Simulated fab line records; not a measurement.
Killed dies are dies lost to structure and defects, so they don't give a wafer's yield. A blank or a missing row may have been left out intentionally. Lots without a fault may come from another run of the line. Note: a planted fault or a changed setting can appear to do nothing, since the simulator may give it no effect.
A lot that was struck, set against a sound lot	flow sky130	14 steps out of a route of 708
Sound: wafers L659.1, L659.4, L659.5. Wafers struck: L665.1, L665.2, L665.4. The cause comes at the end.
For every step that has rows: the tool of each side, followed by ch and its chambers, followed by its first start. Under that, the readings that differ: sound wafers	struck wafers	difference of the means	sigmas: that difference in standard deviations of wafers without a fault.
alike: same words and numbers on both sides, and readings whose means sit less than 2 such deviations apart. not compared: any withheld reading, any reading some wafer has no value for, any bound like >300 that may hide the same value, and any number with overlapping values for which the record gives no deviation.
A row with sigmas, a row that says differs or no value, or rows on one side alone: a step with any of these is where the two part. Non-overlapping numbers with no deviation appear without sigmas and do not part them. Lack of a reading on every wafer of one side parts them only where that side has two or more wafers.

first, 1 step without rows for these wafers: SKY_VIA4_DEVELOP_10 (develop time 60 s).
SKY_VIA4_OVL_MEAS_11:
  struck on overlay-02, day 46 08:28; sound on overlay-02, day 44 16:45
  alike: VIA4_OVL
SKY_VIA4_ETCH_12: etches SiO2 in C4F8/O2/Ar, stops on TiN, target depth 580 nm.
  sound on rie_diel-04 ch 0,1,3, day 44 16:47; struck on rie_diel-03 ch 1,2,3, day 46 08:31
  alike: oes_product_au, rf_fwd_power_W
then, 4 steps without rows for these wafers: SKY_VIA4_STRIP_13 (strips in O2/N2); SKY_VIA4_STRIP_14 (strips in post etch residue remover, time 1200 s); SKY_VIA4_CLEAN_15 (cleans in IPA, time 180 s); SKY_VIA4_CLEAN_16 (cleans in O3/DIW).
SKY_VIA4_SPUTTER_17: material TiN, target thk 20 nm, time 80 s.
  struck on pvd_sputter-03, day 46 09:10; sound on pvd_sputter-04, day 44 17:27
  alike: cathode_dc_power_W, chamber_pressure_pa, throttle_valve_pct
SKY_VIA4_CVD_18: deposits W, target thk 505 nm, time 152.14 s.
  sound on cvd_w-01 ch 0, day 44 17:31; struck on cvd_w-01 ch 0,1, day 46 09:14
  alike: heater_power_w
SKY_VIA4_RS_MEAS_19: the measuring method here is four-point-probe.
  struck on film_metro-04, day 46 09:23; sound on film_metro-04, day 44 17:40
  alike: VIA4_W_RS
SKY_VIA4_THK_MEAS_20: measures by xrf.
  struck on film_metro-04, day 46 09:31; sound on film_metro-04, day 44 17:47
  alike: VIA4_W_THK
SKY_VIA4_CMP_21: polishes, stops on SiO2, t overpolish 25 s, target thk 0 nm.
  sound on cmp-01 ch 0,1,3, day 44 17:56; struck on cmp-01 ch 1,2,3, day 46 09:38
  alike: head_pressure_psi, motor_current_A, overpolish_run_s, time_to_endpoint_s
SKY_METAL5_SPUTTER_00: material Ti, target thk 15 nm, time 10 s.
  struck on pvd_sputter-03, day 46 09:56; sound on pvd_sputter-03, day 44 18:08
  no value came back on the struck wafers for cathode_dc_power_W (W), chamber_pressure_pa (Pa), throttle_valve_pct (%); on the sound wafers cathode_dc_power_W (W) reads 3000.3 3000.1 2999.2
SKY_METAL5_SPUTTER_01: material TiN, target thk 20 nm, time 16.7 s.
  struck on pvd_sputter-03, day 46 09:58; sound on pvd_sputter-03, day 44 18:10
  alike: cathode_dc_power_W, chamber_pressure_pa, throttle_valve_pct

## WHERE THEY PART
At SKY_METAL5_SPUTTER_00 and nowhere else, as far as this record goes. Later steps at which nothing parts them and some readings are alike: SKY_METAL5_SPUTTER_01.

WHY: what had been put in by the simulator
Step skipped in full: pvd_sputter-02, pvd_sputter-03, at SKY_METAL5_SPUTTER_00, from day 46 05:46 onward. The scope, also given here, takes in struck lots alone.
